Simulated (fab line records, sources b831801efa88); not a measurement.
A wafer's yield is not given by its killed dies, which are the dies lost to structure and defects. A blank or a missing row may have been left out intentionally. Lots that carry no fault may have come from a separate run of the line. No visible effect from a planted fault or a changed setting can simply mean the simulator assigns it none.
What tool caused it? ; flow gf180mcu ; 13 lots with 39 wafers sampled at 6 steps, on a route of 602 steps

== WHAT THE GAUGES READ, wafer by wafer ==
GF_DNWELL_TW_MEAS_09.
lot;measured;on;DNWELL_TW
L725;day 2 21:09;filmMetro-03;1317 1317 1320
L726;day 3 01:12;filmMetro-04;1336 1341 1337
L727;day 3 05:45;filmMetro-01;1377 1374 1377
L728;day 3 12:51;filmMetro-01;1346 1357 1352
L729;day 3 18:12;filmMetro-04;1344 1350 1344
L730;day 4 00:35;filmMetro-03;1302 1315 1312
L731;day 4 06:07;filmMetro-01;1363 1371 1378
L732;day 4 09:25;filmMetro-01;1371 1367 1363
L733;day 4 12:08;filmMetro-04;1354 1350 1344
L734;day 4 15:38;filmMetro-01;1364 1366 1357
L735;day 4 23:51;filmMetro-04;1334 1322 1329
L741;day 6 07:08;filmMetro-04;1340 1332 1341
L743;day 6 18:44;filmMetro-03;1321 1321 1323

GF_NWELL_TW_MEAS_11.
lot;measured;on;NWELL_TW
L725;day 3 10:08;filmMetro-01;1591 1594 1589
L726;day 3 13:43;filmMetro-03;1540 1537 1538
L727;day 3 18:15;filmMetro-01;1589 1593 1586
L728;day 4 01:44;filmMetro-01;1585 1584 1585
L729;day 4 06:38;filmMetro-03;1533 1534 1525
L730;day 4 13:54;filmMetro-02;1587 1579 1574
L731;day 4 19:04;filmMetro-03;1528 1524 1527
L732;day 4 23:00;filmMetro-01;1582 1589 1590
L733;day 5 01:38;filmMetro-02;1585 1576 1582
L734;day 5 06:04;filmMetro-01;1578 1578 1577
L735;day 5 14:33;filmMetro-03;1545 1548 1543
L741;day 6 22:52;filmMetro-02;1371 1364 1379 1372 1385 1374
L743;day 7 11:00;filmMetro-01;1374 1365 1367 1365 1362 1370

GF_MVPSD_OVL_MEAS_07.
lot;measured;on;MVPSD_OVL (nm)
L725;day 4 23:14;overlay-01;-0.9 0.1 -2.0
L726;day 5 04:53;overlay-02;-1.2 0.3 1.9
L727;day 5 10:03;overlay-02;0.1 0.2 0.6
L728;day 5 18:50;overlay-01;-0.8 0.5 -0.4
L729;day 6 00:11;overlay-01;-0.6 -1.8 -1.0
L730;day 6 09:07;overlay-02;2.3 0.1 1.4
L731;day 6 15:16;overlay-02;4.0 3.2 2.2
L732;day 6 19:07;overlay-01;0.1 0.0 0.2
L733;day 6 22:25;overlay-01;-0.3 -1.2 -1.5
L734;day 7 03:40;overlay-02;0.9 -2.0 1.3
L735;day 7 13:04;overlay-02;-1.1 -0.9 -2.7
L741;day 9 01:25;overlay-01;2.0 -1.6 -1.6
L743;day 9 17:40;overlay-01;-0.1 -1.3 -1.3

GF_VT_IMPLANT_OVL_MEAS_29.
lot;measured;on;VT_IMPLANT_02_OVL (nm)
L725;day 6 20:10;overlay-01;-1.0 -0.1 0.7
L726;day 7 02:07;overlay-02;-0.9 1.4 0.3
L727;day 7 08:10;overlay-02;1.2 0.9 1.9
L728;day 7 18:19;overlay-02;1.6 1.2 1.1
L729;day 8 00:58;overlay-02;0.4 0.2 1.6
L730;day 8 10:28;overlay-02;1.6 1.0 2.2
L731;day 8 17:38;overlay-02;2.0 2.0 1.4
L732;day 8 22:37;overlay-01;0.6 2.6 3.2
L733;day 9 02:22;overlay-01;0.9 -0.9 -0.7
L734;day 9 08:50;overlay-01;0.8 1.0 0.5
L735;day 9 18:51;overlay-02;-3.8 -2.9 -2.2
L741;day 11 11:31;overlay-02;1.2 1.7 1.4
L743;day 12 03:30;overlay-01;-0.4 -0.6 -0.7

GF_VT_IMPLANT_RS_MEAS_47: uses a four-point probe to measure.
lot;measured;on;NWELL_RS (ohm/sq)
L725;day 7 13:28;filmMetro-03;488.6 487.5 487.4
L726;day 7 19:23;filmMetro-01;488.3 489.0 489.7
L727;day 8 01:14;filmMetro-01;488.4 488.5 488.3
L728;day 8 11:46;filmMetro-01;487.6 489.0 488.3
L729;day 8 19:11;filmMetro-03;490.2 488.6 488.6
L730;day 9 05:20;filmMetro-03;487.3 486.6 485.8
L731;day 9 12:48;filmMetro-02;488.3 488.4 488.1
L732;day 9 18:24;filmMetro-01;490.7 488.3 489.1
L733;day 9 21:21;filmMetro-03;488.0 487.7 488.4
L734;day 10 04:43;filmMetro-02;488.9 486.7 488.8
L735;day 10 14:53;filmMetro-01;487.9 489.2 489.4
L741;day 12 07:34;filmMetro-03;648.8 646.5 647.8 648.6 647.7 647.2
L743;day 13 00:35;filmMetro-02;649.8 649.6 650.9 651.0 648.9 649.9

== WHAT TOOL EACH LOT RAN ON (gives the tool, then ch and the chambers of the sampled wafers, and finally the start) ==
lot;GF_NWELL_IMPLANT_08
L725;implanter-03 ch 0, day 3 09:44
L726;implanter-04 ch 0, day 3 13:19
L727;implanter-01 ch 0, day 3 17:51
L728;implanter-01 ch 0, day 4 01:20
L729;implanter-01 ch 0, day 4 06:14
L730;implanter-03 ch 0, day 4 13:30
L731;implanter-01 ch 0, day 4 18:42
L732;implanter-03 ch 0, day 4 22:37
L733;implanter-03 ch 0, day 5 01:14
L734;implanter-04 ch 0, day 5 05:41
L735;implanter-03 ch 0, day 5 14:10
L741;implanter-04 ch 0, day 6 22:29
L743;implanter-04 ch 0, day 7 10:37
- GF_NWELL_IMPLANT_08

== AS READ BY THE TOOLS THEMSELVES (means over the sampled wafers that have a number; for cases with no such wafer, the mark the record gives instead) ==
GF_NWELL_IMPLANT_08.
lot;tool;doseIonsCm2;faradayCurrentUA
L725;implanter-03;1.4991e+13;83.5
L726;implanter-04;1.5007e+13;84.3
L727;implanter-01;1.5006e+13;85.7
L728;implanter-01;1.5007e+13;84.1
L729;implanter-01;1.4988e+13;85.7
L730;implanter-03;1.4989e+13;84.0
L731;implanter-01;1.4994e+13;86.8
L732;implanter-03;1.4981e+13;82.3
L733;implanter-03;1.4996e+13;84.2
L734;implanter-04;1.5005e+13;84.2
L735;implanter-03;1.4989e+13;82.9
L741;implanter-04;8.7307e+12;49.8
L743;implanter-04;8.7057e+12;50.4

== THE ANSWER, worked out from the rows above alone ==
Rule: the lots themselves supply what counts as usual. Put in order of their means at a reading, lots are off if they are a third of the lots or fewer, leave a main group of 4 or more, and stand apart from it by a gap of 3 or more times the standard deviation of the main group's means; of several such gaps the widest counts. If all means in a main group match to the digits the tables above print for the reading, that group is not used. A lot without any number at a reading at which 4 lots or more have one is off too. All remaining lots with rows at the step are treated as sound. Order of review: gauges by route order, followed by the tools' own readings, for which a lot's mean as printed above is used. The first step at which some lot is off is used, and at that step the reading that is off furthest; a lot without a number counts as furthest.
Off: L741, L743, at GF_NWELL_TW_MEAS_11 (NWELL_TW). Main group: mean 1567, sd 24.
If a tool, at a process step before that reading, ran all the lots that are off and no sound lot after the first of them, it fits. The gauges at GF_NWELL_TW_MEAS_11 aren't tried: what is off there is off at GF_NWELL_IMPLANT_08 too, on other tools, and a gauge's error can't cause that. One fits: implanter-04 at GF_NWELL_IMPLANT_08. Its last sound lot is L734 (day 5 05:41), its first lot that is off L741 (day 6 22:29): a fault that began between those two fits.
The tool's own readings at GF_NWELL_IMPLANT_08 bear it out: on the lots that are off they differ by more than 5 times the standard deviation of the sound lots' means. doseIonsCm2 reads 8.7182e+12 there against 1.4996e+13 on the sound lots; faradayCurrentUA reads 50.1 there against 84.3 on the sound lots.

== WHAT THE SIMULATOR HAD PUT IN ==
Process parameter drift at GF_NWELL_IMPLANT_08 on implanter-04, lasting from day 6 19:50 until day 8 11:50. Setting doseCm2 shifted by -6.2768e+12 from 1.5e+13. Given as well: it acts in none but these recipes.
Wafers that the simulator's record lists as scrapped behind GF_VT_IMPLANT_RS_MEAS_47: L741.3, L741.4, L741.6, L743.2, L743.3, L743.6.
Struck lots among those shown: L741, L743. The rule above reached the same finding.
